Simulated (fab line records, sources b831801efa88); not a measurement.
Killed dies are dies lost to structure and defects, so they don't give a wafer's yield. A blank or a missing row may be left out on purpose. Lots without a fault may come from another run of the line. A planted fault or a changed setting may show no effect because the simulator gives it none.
fab line records | flow sky130
record lots=12 wafers=36 last_day=50
route steps=708 shown FIELD_ISO@11 NWELL@34 PAD_OPEN@708
lots that met no fault: from a run of the same line without faults
start_h: hours from the record's first day to the start of the lot's first wafer shown | wait_h: hours since the lot's step before | " the same as in the row above | L1.1+2: a row that stands for several wafers | - no value, or no start given | * or withheld: withheld | < > ~ a bound
route shown NAME@n: a module of which the file shows steps, and the number in the route of the first | usual: mean/standard deviation of fault-free wafers | same: alike in all rows | chamber/n: place in a boat | sites: the reading at each site | _std_site: their standard deviation | _edge_site: outer sites' mean less inner sites' | radius_mm: how far each site lies from the wafer's centre | mask NAME#n: copy n | behind: the tool/chamber that last shaped the wafer | hold: why the lot was held/for how many hours/how that ended | device: the transistor (n, p or np) that didn't switch | end of line: the same wafers' tests at the end of the route | a step without rows: its recipe alone | killed: dies lost to structure and defects at the first sort, not the wafer's yield | map: a wafer's dies, x killed, . not, _ none there
set.NAME: the setting as run; set.NAME@STEP: as run at that earlier step | model.NAME: the simulator's own value behind a step, which no gauge read
steps of the route over a sample of lots; a table a step, a row a wafer
services: from which hour (start_h, from the record's first day; less than 0 if before it) a tool's chamber was out of use, for how many hours, and why
## steps
# step SKY_FIELD_ISO_EXPOSE_10
# recipe mask_id=FOM na=0.68 source_shape=annular sigma_inner=0.4 sigma_outer=0.8 target_cd_nm=150 dose_mj=28
# columns lot.wafer tool chamber start_h wait_h mask
L288.2+3+4 krf_scanner-01 0 31.40 - FOM#0
L289.1+3+5 krf_scanner-01 0 37.32 - FOM#0
L291.1+4+5 krf_scanner-02 0 50.18 - FOM#0
L292.3+4+5 krf_scanner-02 0 52.04 - FOM#0
L294.1+2+6 krf_scanner-01 0 63.40 - FOM#0
L295.3+5+6 krf_scanner-01 0 66.79 - FOM#0
L296.1+2+6 krf_scanner-02 0 73.08 - FOM#0
L297.1+4+5 krf_scanner-02 0 77.70 - FOM#0
L299.1+2+3 krf_scanner-01 0 88.60 - FOM#0
L301.1+3+6 krf_scanner-01 0 97.77 - FOM_R1#0
L307.1+5+6 krf_scanner-02 0 130.12 - FOM#0
L309.3+4+5 krf_scanner-02 0 138.84 - FOM#0
# step SKY_FIELD_ISO_CD_MEAS_13
# recipe target_cd_nm=150
# usual cd_nm=150.2/1.6
# columns lot.wafer tool chamber start_h wait_h cd_nm
L288.2 cd_sem-01 - 38.67 - 153.6
L288.3 " - " " 152.9
L288.4 " - " " 151.8
L289.1 cd_sem-02 - 44.35 - 150.8
L289.3 " - " " 150.7
L289.5 " - " " 150.5
L291.1 cd_sem-01 - 57.90 - 149.5
L291.4 " - " " 149.2
L291.5 " - " " 148.2
L292.3 cd_sem-02 - 60.16 - 151.3
L292.4 " - " " 150.2
L292.5 " - " " 150.9
L294.1 cd_sem-02 - 71.85 - 153.0
L294.2 " - " " 150.6
L294.6 " - " " 151.5
L295.3 cd_sem-01 - 74.99 - 147.4
L295.5 " - " " 147.9
L295.6 " - " " 147.1
L296.1 cd_sem-02 - 81.05 - 147.5
L296.2 " - " " 147.8
L296.6 " - " " 147.7
L297.1 cd_sem-02 - 85.65 - 151.6
L297.4 " - " " 151.5
L297.5 " - " " 151.7
L299.1 cd_sem-02 - 97.00 - 150.8
L299.2 " - " " 149.3
L299.3 " - " " 148.9
L301.1 cd_sem-02 - 106.35 - 140.1
L301.3 " - " " 140.3
L301.6 " - " " 139.6
L307.1 cd_sem-02 - 138.77 - 148.3
L307.5 " - " " 149.8
L307.6 " - " " 148.2
L309.3 cd_sem-02 - 148.64 - 151.1
L309.4 " - " " 150.8
L309.5 " - " " 147.5
# step SKY_NWELL_THK_MEAS_02
# recipe reads=SiO2_of_NWELL_OXIDATION_01
# usual NWELL_OXIDATION_THK=9.91/0.19
# columns lot.wafer tool chamber start_h wait_h NWELL_OXIDATION_THK[nm]
L288.2 film_metro-04 - 46.20 0.0 9.86
L288.3 " - " " 9.66
L288.4 " - " " 9.74
L289.1 film_metro-04 - 52.10 0.0 10.03
L289.3 " - " " 10.16
L289.5 " - " " 9.86
L291.1 film_metro-02 - 64.56 0.0 10.01
L291.4 " - " " 9.63
L291.5 " - " " 9.80
L292.3 film_metro-04 - 68.05 0.0 9.76
L292.4 " - " " 9.74
L292.5 " - " " 9.68
L294.1 film_metro-04 - 79.30 0.0 10.03
L294.2 " - " " 9.91
L294.6 " - " " 9.82
L295.3 film_metro-02 - 84.81 0.0 10.07
L295.5 " - " " 10.14
L295.6 " - " " 10.01
L296.1 film_metro-02 - 87.68 0.0 9.75
L296.2 " - " " 9.85
L296.6 " - " " 9.75
L297.1 film_metro-04 - 93.59 0.0 9.73
L297.4 " - " " 9.90
L297.5 " - " " 9.84
L299.1 film_metro-04 - 103.03 0.0 9.93
L299.2 " - " " 10.08
L299.3 " - " " 10.09
L301.1 film_metro-04 - 114.07 0.0 9.96
L301.3 " - " " 9.87
L301.6 " - " " 9.76
L307.1 film_metro-01 - 145.94 0.0 9.83
L307.5 " - " " 9.80
L307.6 " - " " 9.81
L309.3 film_metro-04 - 158.93 0.0 9.99
L309.4 " - " " 10.18
L309.5 " - " " 10.08
# step SKY_NWELL_STRIP_14
# recipe chemistry=O2/N2 power_w=1400 pressure_mtorr=1500 platen_temp_c=withheld o2_flow_sccm=3000 n2_flow_sccm=300 overash_fraction=0.5
# usual chamber_pressure_mTorr=1499.8/1.4 drypump_motor_current_A=5.9/0.42 n2_flow_sccm=299.9/0.95 oes_product_au=0.723/0.0043 strip_time_to_endpoint_s=36.93/0.11
# columns lot.wafer tool chamber start_h wait_h chamber_pressure_mTorr drypump_motor_current_A n2_flow_sccm oes_product_au rf_hours_counter_h strip_time_to_endpoint_s
L288.2 plasma_asher-03 1 96.38 0.1 1501.5 6.1 299.4 0.717 26 36.98
L288.3 " 0 " " 1502.7 6.4 299.7 0.723 - 36.97
L288.4 " 1 " " 1499.4 6.1 299.1 0.724 - 36.89
L289.1 plasma_asher-01 1 103.28 0.1 1499.0 6.1 299.2 0.718 41 36.70
L289.3 " 1 " " 1500.9 6.1 300.9 0.721 - 36.80
L289.5 " 0 " " 1498.7 5.1 302.0 0.727 - 36.71
L291.1 plasma_asher-02 0 118.07 0.1 1501.8 6.0 300.2 0.723 0 36.99
L291.4 " 0 " " 1500.0 5.9 300.1 0.726 - 36.92
L291.5 " 1 " " 1499.0 6.1 300.7 0.718 - 37.04
L292.3 plasma_asher-01 1 120.54 0.1 1498.8 6.1 299.8 0.728 - 37.08
L292.4 " 0 " " 1499.3 5.1 301.5 0.722 - 36.99
L292.5 " 1 " " 1500.2 6.0 299.7 0.731 - 37.10
L294.1 plasma_asher-03 1 133.58 0.1 1500.4 6.1 298.6 0.721 29 36.91
L294.2 " 0 " " 1500.3 6.4 301.0 0.723 29 36.91
L294.6 " 0 " " 1500.1 6.5 300.4 0.725 - 36.86
L295.3 plasma_asher-01 1 139.64 0.1 1498.0 6.0 301.0 0.715 - 36.99
L295.5 " 1 " " 1500.2 6.0 301.1 0.714 - 37.08
L295.6 " 0 " " 1500.8 5.1 300.7 0.721 - 37.00
L296.1 plasma_asher-01 1 143.28 0.1 1498.7 6.1 298.4 0.729 45 36.97
L296.2 " 0 " " 1500.9 5.2 298.1 0.720 45 37.00
L296.6 " 0 " " 1501.3 5.1 300.4 0.725 - 36.90
L297.1 plasma_asher-01 1 149.47 0.1 1500.5 6.1 300.1 0.721 46 36.86
L297.4 " 0 " " 1500.3 5.1 300.4 0.722 - 36.84
L297.5 " 0 " " 1500.1 5.1 297.9 0.726 - 36.87
L299.1 plasma_asher-01 1 159.98 0.1 1501.3 6.1 299.8 0.722 47 36.98
L299.2 " 0 " " 1501.3 5.1 300.1 0.725 47 36.85
L299.3 " 0 " " 1499.3 5.1 299.2 0.718 - 36.87
L301.1 plasma_asher-01 1 172.71 0.1 1499.1 6.1 300.7 0.728 48 37.10
L301.3 " 1 " " 1498.9 6.0 300.0 0.725 - 37.05
L301.6 " 0 " " 1501.3 5.1 301.7 0.719 - 37.06
L307.1 plasma_asher-02 0 209.57 0.1 1500.3 6.0 299.1 0.721 9 37.05
L307.5 " 1 " " 1496.9 6.2 301.6 0.724 - 37.01
L307.6 " 0 " " 1499.3 6.0 298.9 0.716 - 37.11
L309.3 plasma_asher-02 0 223.27 0.1 1502.3 6.0 299.4 0.717 - 36.94
L309.4 " 1 " " 1500.7 6.1 300.3 0.722 - 36.98
L309.5 " 0 " " 1498.9 6.0 298.3 0.726 - 36.97
# step SKY_NWELL_OVL_MEAS_23
# usual NWELL_01_OVL=0.0/1.4
# columns lot.wafer tool chamber start_h wait_h NWELL_01_OVL[nm]
L288.2 overlay-02 - 114.49 - -0.9
L288.3 " - " " -1.5
L288.4 " - " " -1.0
L289.1 overlay-02 - 121.94 - -1.3
L289.3 " - " " -0.4
L289.5 " - " " -1.0
L291.1 overlay-02 - 136.07 - 0.0
L291.4 " - " " -1.5
L291.5 " - " " -2.1
L292.3 overlay-01 - 137.49 - 1.6
L292.4 " - " " 0.4
L292.5 " - " " 0.4
L294.1 overlay-02 - 152.53 - 2.5
L294.2 " - " " -0.5
L294.6 " - " " 0.0
L295.3 overlay-01 - 159.63 - -0.6
L295.5 " - " " -0.8
L295.6 " - " " -0.5
L296.1 overlay-02 - 163.13 - 1.8
L296.2 " - " " 1.5
L296.6 " - " " 0.3
L297.1 overlay-02 - 169.58 - -0.5
L297.4 " - " " 0.2
L297.5 " - " " -0.2
L299.1 overlay-02 - 180.18 - 0.6
L299.2 " - " " 0.8
L299.3 " - " " -0.6
L301.1 overlay-02 - 193.93 - 1.8
L301.3 " - " " 0.5
L301.6 " - " " 0.5
L307.1 overlay-01 - 232.52 - -1.5
L307.5 " - " " 1.1
L307.6 " - " " 0.0
L309.3 overlay-01 - 245.21 - 2.4
L309.4 " - " " 3.0
L309.5 " - " " 1.6
# step SKY_PAD_OPEN_PROBE_99
# usual killed_at_M0_to_M3=45/7 killed_at_M4_up=3.4/1.8 killed_at_contacts=24/5.4 killed_at_front_end=16/4.8 killed_at_other=0.4/0.62 killed_dies=89/10 killed_open=48/7.2 killed_short=40/6.3
# same gross_dies=492 killed_at_back_side=0
# columns lot.wafer tool chamber start_h wait_h killed_at_M0_to_M3 killed_at_M4_up killed_at_contacts killed_at_front_end killed_at_other killed_dies killed_open killed_short
L289.1 prober-01 - 1094.61 0.1 39 2 34 14 1 90 46 43
L289.3 prober-01 - 1094.71 0.2 39 6 22 13 1 81 45 35
L289.5 prober-01 - 1094.81 0.2 35 1 26 20 0 82 48 33
L291.1 prober-01 - 1112.56 0.1 36 6 29 17 0 88 46 42
L291.4 prober-01 - 1112.71 0.2 54 3 25 12 0 94 58 35
L291.5 prober-01 - 1112.76 0.2 44 2 29 20 0 95 52 43
L292.3 prober-02 - 1112.98 0.2 51 6 25 20 0 102 60 41
L292.4 prober-02 - 1113.03 0.2 47 2 21 30 0 100 52 48
L292.5 prober-02 - 1113.08 0.2 49 5 26 12 0 92 56 35
L301.1 prober-01 - 1155.92 0.1 45 2 31 20 0 98 64 34
L301.3 prober-01 - 1156.02 0.2 54 4 18 15 0 91 46 44
L301.6 prober-01 - 1156.17 0.2 46 1 38 9 0 94 56 38
L307.1 prober-01 - 1188.09 0.1 57 1 38 11 0 107 61 45
L307.5 prober-01 - 1188.29 0.2 50 3 19 16 0 88 47 41
L307.6 prober-01 - 1188.34 0.2 32 3 25 21 0 81 38 43
# killed by level:class
L289.1 LI_CONTACT:geometric_particle:open=16 VIA1:geometric_particle:open=8 VIA1:geometric_particle:short=8 CONTACT:geometric_particle:open=7 VIA3:geometric_particle:open=7 FIELD_ISO:geometric_particle:short=5 FIELD_ISO:geometric_particle:open=5 LOCAL_INTERCONNECT:geometric_particle:short=5
L289.3 VIA1:geometric_particle:open=10 CONTACT:geometric_particle:open=9 VIA3:geometric_particle:open=8 METAL1:geometric_particle:short=7 METAL4:geometric_particle:short=5 FIELD_ISO:geometric_particle:short=4 CONTACT:geometric_particle:short=4 VIA2:geometric_particle:open=4
L289.5 CONTACT:geometric_particle:open=9 LI_CONTACT:geometric_particle:open=8 VIA3:geometric_particle:open=8 VIA1:geometric_particle:open=7 FIELD_ISO:geometric_particle:open=6 POLY_GATE:geometric_particle:open=4 CONTACT:geometric_particle:short=4 METAL2:geometric_particle:short=4
L291.1 CONTACT:geometric_particle:open=11 LI_CONTACT:geometric_particle:open=9 FIELD_ISO:geometric_particle:short=8 METAL1:geometric_particle:short=7 VIA1:geometric_particle:short=6 POLY_GATE:geometric_particle:open=5 CONTACT:geometric_particle:short=4 VIA1:geometric_particle:open=4
L291.4 VIA1:geometric_particle:open=18 CONTACT:geometric_particle:open=12 VIA1:geometric_particle:short=7 METAL2:geometric_particle:short=6 VIA3:geometric_particle:open=5 LI_CONTACT:geometric_particle:open=4 LOCAL_INTERCONNECT:geometric_particle:short=4 METAL1:geometric_particle:short=4
L291.5 CONTACT:geometric_particle:open=11 CONTACT:geometric_particle:short=9 METAL2:geometric_particle:short=8 VIA3:geometric_particle:open=7 VIA1:geometric_particle:open=7 VIA1:geometric_particle:short=6 FIELD_ISO:geometric_particle:open=5 POLY_GATE:geometric_particle:short=5
L292.3 CONTACT:geometric_particle:open=13 VIA3:geometric_particle:open=11 VIA1:geometric_particle:open=10 METAL2:geometric_particle:short=6 VIA2:geometric_particle:open=6 POLY_GATE:geometric_particle:open=5 METAL1:geometric_particle:short=5 METAL3:geometric_particle:short=5
L292.4 VIA1:geometric_particle:open=12 POLY_GATE:geometric_particle:short=11 POLY_GATE:geometric_particle:open=8 LI_CONTACT:geometric_particle:open=8 VIA2:geometric_particle:short=6 VIA3:geometric_particle:open=6 CONTACT:geometric_particle:open=5 FIELD_ISO:geometric_particle:short=4
L292.5 CONTACT:geometric_particle:open=14 VIA1:geometric_particle:open=14 VIA2:geometric_particle:open=10 METAL1:geometric_particle:short=8 METAL2:geometric_particle:short=7 CONTACT:geometric_particle:short=6 LI_CONTACT:geometric_particle:open=5 FIELD_ISO:geometric_particle:open=3
L301.1 VIA1:geometric_particle:open=13 CONTACT:geometric_particle:open=11 LI_CONTACT:geometric_particle:open=9 VIA3:geometric_particle:open=8 FIELD_ISO:geometric_particle:short=7 VIA2:geometric_particle:open=7 FIELD_ISO:geometric_particle:open=6 VIA1:geometric_particle:short=5
L301.3 VIA1:geometric_particle:short=10 VIA1:geometric_particle:open=9 VIA2:geometric_particle:open=7 VIA3:geometric_particle:open=6 CONTACT:geometric_particle:open=6 METAL1:geometric_particle:short=6 LI_CONTACT:geometric_particle:open=5 METAL2:geometric_particle:short=5
L301.6 LI_CONTACT:geometric_particle:open=15 VIA1:geometric_particle:open=11 VIA3:geometric_particle:open=9 CONTACT:geometric_particle:open=7 LOCAL_INTERCONNECT:geometric_particle:short=7 VIA2:geometric_particle:open=5 METAL2:geometric_particle:short=5 LI_CONTACT:geometric_particle:short=4
L307.1 CONTACT:geometric_particle:open=15 VIA1:geometric_particle:open=12 METAL1:geometric_particle:short=10 VIA3:geometric_particle:open=10 LI_CONTACT:geometric_particle:open=7 METAL2:geometric_particle:short=7 VIA2:geometric_particle:open=7 CONTACT:geometric_particle:short=6
L307.5 VIA1:geometric_particle:open=13 VIA1:geometric_particle:short=7 LI_CONTACT:geometric_particle:open=7 METAL1:geometric_particle:short=7 FIELD_ISO:geometric_particle:open=6 VIA2:geometric_particle:open=6 FIELD_ISO:geometric_particle:short=5 CONTACT:geometric_particle:open=5
L307.6 CONTACT:geometric_particle:open=13 VIA1:geometric_particle:open=7 CONTACT:geometric_particle:short=6 VIA2:geometric_particle:open=6 METAL2:geometric_particle:short=6 FIELD_ISO:geometric_particle:short=5 SPACER:geometric_particle:short=5 METAL1:geometric_particle:short=5
## services
# columns tool chamber start_h hours kind
krf_scanner-02 - 7.74 0.8 pm
plasma_asher-02 - 11.56 0.8 repair
plasma_asher-01 - 31.40 2.6 repair
krf_scanner-01 - 34.36 1.0 pm
krf_scanner-02 0 40.75 - calibration
krf_scanner-02 - 44.16 1.1 repair
krf_scanner-02 - 48.49 0.4 repair
krf_scanner-01 - 50.12 0.8 pm
krf_scanner-02 - 94.63 1.0 pm
plasma_asher-01 - 103.98 0.7 repair
krf_scanner-02 - 106.93 0.2 repair
plasma_asher-02 - 108.75 9.0 pm
plasma_asher-02 0 108.75 9.0 vent_cycle
krf_scanner-01 - 111.41 1.0 repair
krf_scanner-01 0 119.15 - calibration
plasma_asher-01 - 126.29 1.1 repair
plasma_asher-02 - 149.69 2.3 repair
krf_scanner-01 - 169.11 1.3 pm
krf_scanner-02 - 175.82 1.3 pm
krf_scanner-02 - 177.12 0.8 pm
krf_scanner-02 - 191.83 0.9 repair
krf_scanner-01 - 203.36 1.0 pm
krf_scanner-02 0 211.07 - calibration
krf_scanner-01 - 218.92 0.8 pm
## key
first_sign step=SKY_FIELD_ISO_EXPOSE_10 reading=mask direction=changed
effect step=SKY_FIELD_ISO_CD_MEAS_13 reading=cd_nm direction=down sigmas=6.2 usual=150.2 struck=140.0
met_at SKY_FIELD_ISO_EXPOSE_10
struck_lots L301
tester_left_out L301
not_acting_at SKY_NWELL_THK_MEAS_02,SKY_NWELL_STRIP_14,SKY_NWELL_OVL_MEAS_23
onset_between 88.60 97.77
fault kind=wrong_mask tool=any chamber=- onset_h=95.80 steps=SKY_FIELD_ISO_EXPOSE_10 aux_copy=FOM_R1#0 cd_offset_nm=-8 scope=struck_lots_only
# tester_left_out: of these lots the tester's yield and bins aren't shown, on N5 and GAA mostly nor the transistor test; their killed dies are dies lost to structure and defects alone, not to doping, threshold or leakage, so they don't give the yield
